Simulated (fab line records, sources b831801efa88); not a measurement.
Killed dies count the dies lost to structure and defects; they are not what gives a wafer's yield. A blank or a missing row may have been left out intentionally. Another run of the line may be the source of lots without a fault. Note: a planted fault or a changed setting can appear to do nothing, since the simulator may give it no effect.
Matching of chambers    flow sfq_line    cmp-02 running SFQ_TRILAYER_I4_CMP_CMP_100: 4 sister chambers
The step polishes SiO2. 14 wafers are shown with their chamber, then 7 later ones without.

WAFERS PAIRED WITH THEIR CHAMBERS
wafer   chamber  motor_current_A (A)  time_to_endpoint_s (s)
L729.2  2        9.7                  218
L729.5  1        11.2                 208
L729.6  0        10.2                 222
L732.3  1        11.1                 217
L732.2  0        10.2                 231
L732.5  1        10.7                 223
L733.3  0        9.7                  218
L733.5  3        10.7                 208
L733.6  2        9.2                  212
L734.2  1        10.9                 199
L734.3  2        8.8                  214
L734.5  0        10.5                 216
L747.2  3        10.6                 215
L747.1  1        10.9                 218

SIGNATURES, as means of the wafers listed above
reading             chamber 0  chamber 1  chamber 2  chamber 3  scatter within a chamber
motor_current_A     10.150     10.960     9.233      10.650     0.299
time_to_endpoint_s  221.75     213.00     214.67     211.50     7.33
Rule: distance of a wafer from a chamber = root of the sum over the readings of ((wafer's reading minus chamber's mean) / reading's scatter) squared. The wafer belongs to the nearest chamber; if the next one is less than 2 further off, it can't be placed. The scatter is the square root of a quotient: the sum, over the shown wafers, of each reading's squared deviation from its chamber's mean, divided by wafers minus chambers.

WAFERS WHOSE CHAMBER IS MISSING
wafer   motor_current_A (A)  time_to_endpoint_s (s)
L747.6  9.4                  229
L751.1  10.0                 205
L751.5  10.6                 200
L751.6  10.4                 211
L752.4  10.8                 216
L752.1  10.0                 213
L752.5  10.4                 218

WHICH CHAMBER EACH ONE RAN IN
wafer   from the rows above                in truth
L747.6  can't be placed: 2 or 0            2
L751.1  can't be placed: 0 or 3 or 2 or 1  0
L751.5  can't be placed: 3 or 1 or 0       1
L751.6  can't be placed: 3 or 0 or 1       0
L752.4  can't be placed: 1 or 3 or 0       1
L752.1  can't be placed: 0 or 3 or 2 or 1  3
L752.5  can't be placed: 0 or 3 or 1       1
Correctly placed: 0 of 7. Cannot be placed on the basis of these rows: 7; the candidates contain the true chamber in 7. Placed wrongly: 0.
